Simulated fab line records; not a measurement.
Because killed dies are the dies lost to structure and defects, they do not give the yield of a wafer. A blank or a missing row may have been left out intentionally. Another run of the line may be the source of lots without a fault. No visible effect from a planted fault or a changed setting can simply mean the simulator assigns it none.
Chamber matching + flow sky130 + rie diel-04 running SKY_PASSIVATION_ETCH_11: 4 sister chambers
The step etches the open film in CF4/O2, stops on AlCu, target depth 725 nm, time 161.1 s. 4 wafers are shown with their chamber, then 8 later ones without.

WAFERS, EACH WITH ITS CHAMBER
| wafer  | chamber | throttle valve pct (%) |
|--------|---------|------------------------|
| L085.2 | 2       | 5.962                  |
| L085.5 | 0       | 5.964                  |
| L085.6 | 1       | 5.980                  |
| L086.1 | 3       | 5.961                  |

WAFERS MISSING THEIR CHAMBER
| wafer  | throttle valve pct (%) |
|--------|------------------------|
| L086.4 | 5.951                  |
| L086.5 | 5.981                  |
| L087.1 | 5.965                  |
| L087.2 | 5.959                  |
| L087.3 | 5.973                  |
| L087.4 | 5.975                  |
| L087.5 | 5.960                  |
| L087.6 | 5.961                  |

EACH ONE'S CHAMBER
| wafer  | from the rows above               | in truth                   |
|--------|-----------------------------------|----------------------------|
| L086.4 | can't be placed: 3 or 2 or 0      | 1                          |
| L086.5 | 1                                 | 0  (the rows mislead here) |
| L087.1 | can't be placed: 0 or 2 or 3      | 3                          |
| L087.2 | can't be placed: 3 or 2 or 0      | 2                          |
| L087.3 | can't be placed: 1 or 0 or 2 or 3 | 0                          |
| L087.4 | can't be placed: 1 or 0 or 2 or 3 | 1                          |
| L087.5 | can't be placed: 3 or 2 or 0      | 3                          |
| L087.6 | can't be placed: 3 or 2 or 0      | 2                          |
Correct placement for 0 of the 8. Cannot be placed on the basis of these rows: 7; the candidates contain the true chamber in 6. Wrongly placed: 1.
How it was worked out, from the rows above alone: a wafer's distance from a chamber is the root of the sum, over the readings, of the square of ((its reading less the chamber's mean) divided by the reading's scatter). If the next closest chamber is less than 2 further off than the closest, the wafer can't be placed; otherwise it belongs to the closest. For every chamber, the mean is computed from those of its wafers that are shown. The scatter (one wafer shown for each chamber): square how far every hidden wafer sits from the nearest shown wafer, average those squares and take the square root.
